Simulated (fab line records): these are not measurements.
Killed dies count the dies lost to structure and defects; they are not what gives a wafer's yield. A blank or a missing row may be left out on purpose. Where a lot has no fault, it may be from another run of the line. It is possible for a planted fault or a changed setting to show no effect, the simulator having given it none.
Comparing a struck lot with a sound one ; flow sky130 ; 19 steps out of a route of 708
Sound: wafers L720.1, L720.2, L720.5. Struck: wafers L729.1, L729.4, L729.6. The cause is given at the end.
Order at every step that has rows: each side's tool, ch and its chambers, its first start. Under that, the readings that differ: sound wafers ; struck wafers ; difference of the means ; sigmas: that difference in standard deviations of wafers without a fault.
alike: words and numbers the same on both sides, and readings whose means are apart by under 2 such deviations; not compared: readings that were withheld, readings missing a value for some wafer, numbers with overlapping values and no deviation given by the record, and bounds like >300 which may hide the same value.
Wherever a step has rows on one side only, a row that says differs or no value, or a row with sigmas, the two part there. Numbers that don't overlap but have no deviation are shown without sigmas and don't part them. A reading missing from all wafers of one side parts the sides only when that side holds two or more wafers.

first, 4 steps without rows for these wafers: SKY_METAL2_STRIP_21 (strips in post etch residue remover, time 1200 s); SKY_METAL2_CLEAN_22 (cleans in IPA, time 180 s); SKY_METAL2_CLEAN_23 (cleans in O3/DIW); SKY_VIA2_HDPCVD_00 (deposits SiO2, target thk 1180 nm, time 196.7 s).
SKY_VIA2_THK_MEAS_01:
  sound: film-metro-01 at day 37 18:25; struck: film-metro-03 at day 40 15:07
  alike: VIA2_HDPCVD_THK
SKY_VIA2_CMP_02: polishes SiO2.
  sound on cmp-01 ch 1,2, day 37 18:28; struck on cmp-01 ch 1,2,3, day 40 15:11
  alike: head-pressure-psi, motor-current-A
SKY_VIA2_BOW_MEAS_03:
  sound: film-metro-04 at day 37 18:46; struck: film-metro-01 at day 40 15:29
  alike: VIA2_BOW
then, 5 steps without rows for these wafers: SKY_VIA2_DEHYDRATE_04 (time 60 s); SKY_VIA2_HMDS_05 (prime time 60 s); SKY_VIA2_COAT_06 (resist thk 60 nm); SKY_VIA2_COAT_07 (resist thk 450 nm); SKY_VIA2_SOFTBAKE_08 (time 90 s).
SKY_VIA2_EXPOSE_09: exposes mask VIM2, target cd 200 nm.
  sound on krf-scanner-01 ch 0, day 38 07:46; struck on krf-scanner-01 ch 0, day 41 02:58
reading;sound;struck;difference;sigmas
model.VIA2.overlay-x-nm (nm);10.8 10.8 10.8;31.78 31.78 31.78;+20.98;
  alike: mask
then, 2 steps without rows for these wafers: SKY_VIA2_PEB_10; SKY_VIA2_DEVELOP_11 (develop time 60 s).
SKY_VIA2_CD_MEAS_12: target cd 200 nm.
  sound: cd-sem-02 at day 38 20:19; struck: cd-sem-02 at day 41 15:07
reading;sound;struck;difference;sigmas
cd-nm (nm);202.0 202.0 202.7;198.6 198.6 198.4;-3.7;-3
SKY_VIA2_OVL_MEAS_13:
  sound: overlay-02 at day 38 20:26; struck: overlay-01 at day 41 15:14
reading;sound;struck;difference;sigmas
VIA2_OVL (nm);11 10 15;43 37 37;+27;+5
SKY_VIA2_ETCH_14: etches BARC in N2/H2, stops on SiO2, time 45.9 s, target depth 60 nm.
  sound on rie-diel-01 ch 0,1, day 38 20:28; struck on rie-diel-01 ch 0,1,3, day 41 15:16
  alike: drypump-motor-current-A, oes-product-au, throttle-valve-pct
  not compared: rf-hours-counter-h
then, 1 step without rows for these wafers: SKY_PAD_OPEN_PROBE_99.

## WHERE THEY PART
First at SKY_VIA2_CD_MEAS_12; last, within this record, at SKY_VIA2_OVL_MEAS_13. Later steps at which nothing parts them and some readings are alike: SKY_VIA2_ETCH_14.

WHY: what the simulator had put in
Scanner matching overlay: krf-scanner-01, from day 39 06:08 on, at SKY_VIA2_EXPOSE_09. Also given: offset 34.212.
